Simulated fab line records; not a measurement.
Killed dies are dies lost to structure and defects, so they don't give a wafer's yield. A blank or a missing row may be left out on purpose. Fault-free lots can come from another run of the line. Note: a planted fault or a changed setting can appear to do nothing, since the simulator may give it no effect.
Split-lot study / flow sky130 / 5 lots, 23 wafers read, on a route of 708 steps

== ON THE SPLIT ==
At SKY_SONOS_TUNNEL_DEVELOP_06 (develop time 60 s), the setting develop_time_s was moved away from the recipe's 60 s on 4 of the 23 wafers read, by -9.3% to +9.4%. For the rest of the wafers, this setting stayed at what the recipe calls for.

The file shows no step between the split and the reading.

== THE READING ==
Shown in nm: cd_nm at SKY_SONOS_TUNNEL_CD_MEAS_07, with target cd 410 nm. A value of 409.7 nm with a standard deviation of 2.5 nm is what fault-free wafers of this fab line usually give.

wafer=L076.2; tool, chamber at the split=litho_track-03, 0; develop_time_s as run, s=60; against the recipe=recipe; cd_nm, nm=411.9; against lot-mates on the recipe=-
wafer=L076.4; tool, chamber at the split=litho_track-03, 0; develop_time_s as run, s=60; against the recipe=recipe; cd_nm, nm=412.3; against lot-mates on the recipe=-
wafer=L076.5; tool, chamber at the split=litho_track-03, 0; develop_time_s as run, s=60; against the recipe=recipe; cd_nm, nm=412.0; against lot-mates on the recipe=-
wafer=L077.1; tool, chamber at the split=litho_track-04, 0; develop_time_s as run, s=54.44; against the recipe=-9.3%; cd_nm, nm=396.7; against lot-mates on the recipe=-8.3
wafer=L077.2; tool, chamber at the split=litho_track-04, 0; develop_time_s as run, s=60; against the recipe=recipe; cd_nm, nm=405.2; against lot-mates on the recipe=-
wafer=L077.4; tool, chamber at the split=litho_track-04, 0; develop_time_s as run, s=60; against the recipe=recipe; cd_nm, nm=405.4; against lot-mates on the recipe=-
wafer=L077.5; tool, chamber at the split=litho_track-04, 0; develop_time_s as run, s=60; against the recipe=recipe; cd_nm, nm=404.5; against lot-mates on the recipe=-
wafer=L077.6; tool, chamber at the split=litho_track-04, 0; develop_time_s as run, s=54.44; against the recipe=-9.3%; cd_nm, nm=397.1; against lot-mates on the recipe=-7.9
wafer=L082.1; tool, chamber at the split=litho_track-01, 0; develop_time_s as run, s=60; against the recipe=recipe; cd_nm, nm=409.3; against lot-mates on the recipe=-
wafer=L082.2; tool, chamber at the split=litho_track-01, 0; develop_time_s as run, s=60; against the recipe=recipe; cd_nm, nm=406.8; against lot-mates on the recipe=-
wafer=L082.3; tool, chamber at the split=litho_track-01, 0; develop_time_s as run, s=60; against the recipe=recipe; cd_nm, nm=408.5; against lot-mates on the recipe=-
wafer=L082.4; tool, chamber at the split=litho_track-01, 0; develop_time_s as run, s=60; against the recipe=recipe; cd_nm, nm=407.4; against lot-mates on the recipe=-
wafer=L082.6; tool, chamber at the split=litho_track-01, 0; develop_time_s as run, s=60; against the recipe=recipe; cd_nm, nm=406.8; against lot-mates on the recipe=-
wafer=L083.1; tool, chamber at the split=litho_track-01, 0; develop_time_s as run, s=60; against the recipe=recipe; cd_nm, nm=408.8; against lot-mates on the recipe=-
wafer=L083.2; tool, chamber at the split=litho_track-01, 0; develop_time_s as run, s=60; against the recipe=recipe; cd_nm, nm=407.5; against lot-mates on the recipe=-
wafer=L083.3; tool, chamber at the split=litho_track-01, 0; develop_time_s as run, s=60; against the recipe=recipe; cd_nm, nm=409.5; against lot-mates on the recipe=-
wafer=L083.4; tool, chamber at the split=litho_track-01, 0; develop_time_s as run, s=60; against the recipe=recipe; cd_nm, nm=409.9; against lot-mates on the recipe=-
wafer=L083.6; tool, chamber at the split=litho_track-01, 0; develop_time_s as run, s=60; against the recipe=recipe; cd_nm, nm=407.7; against lot-mates on the recipe=-
wafer=L084.1; tool, chamber at the split=litho_track-04, 0; develop_time_s as run, s=65.62; against the recipe=+9.4%; cd_nm, nm=417.7; against lot-mates on the recipe=+7.8
wafer=L084.2; tool, chamber at the split=litho_track-04, 0; develop_time_s as run, s=60; against the recipe=recipe; cd_nm, nm=410.6; against lot-mates on the recipe=-
wafer=L084.3; tool, chamber at the split=litho_track-04, 0; develop_time_s as run, s=65.62; against the recipe=+9.4%; cd_nm, nm=418.6; against lot-mates on the recipe=+8.7
wafer=L084.5; tool, chamber at the split=litho_track-04, 0; develop_time_s as run, s=60; against the recipe=recipe; cd_nm, nm=409.6; against lot-mates on the recipe=-
wafer=L084.6; tool, chamber at the split=litho_track-04, 0; develop_time_s as run, s=60; against the recipe=recipe; cd_nm, nm=409.5; against lot-mates on the recipe=-

THE FIT
A straight line over all 23 wafers: cd_nm changes by +1.14 nm for each +1% of develop_time_s; r = +0.91; the points scatter about the line by 2.2 nm.
The same after taking each lot's own level away (the mean of its wafers on the recipe; 23 wafers): +0.879 nm for each +1%; r = +0.98; scatter 0.73 nm.
On that fit, the largest move of develop_time_s shifts the reading by 8.2 nm.
Measured against the standard deviation above, the lots' own levels, which go from 405.03 to 412.07 nm, span 2.8 times it.
Thus the slope moves with the lot-to-lot level: the two fits are different.
Check: +8.42 nm against its lot-mates is what the line predicts for one of the wafers moved furthest among these (+9.4%) when that wafer is left out of the fit. Against them it came out at +7.8 nm.

== THE OTHER SPLITS THESE WAFERS WENT THROUGH ==
Before the reading, these wafers also passed through other splits. Each is held against what the fit with the lots' levels taken away leaves over:
other split on the same wafers=SKY_VT_ADJUST_NCORE_EXPOSE_04 dose_mj; wafers away from the commonest value=8; r with cd_nm (lot level and that fit taken away)=+0.19
other split on the same wafers=SKY_VT_ADJUST_HVTR_COAT_02 spin_rpm; wafers away from the commonest value=8; r with cd_nm (lot level and that fit taken away)=-0.10
other split on the same wafers=SKY_VT_ADJUST_HVTR_IMPLANT_09 dose_cm2; wafers away from the commonest value=5; r with cd_nm (lot level and that fit taken away)=-0.26
other split on the same wafers=SKY_VT_ADJUST_PCH_IMPLANT_08 dose_cm2; wafers away from the commonest value=8; r with cd_nm (lot level and that fit taken away)=+0.02

== FILE'S OWN FIT ==
cd_nm changes by +0.879 nm for each +1% of develop_time_s, r = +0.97.
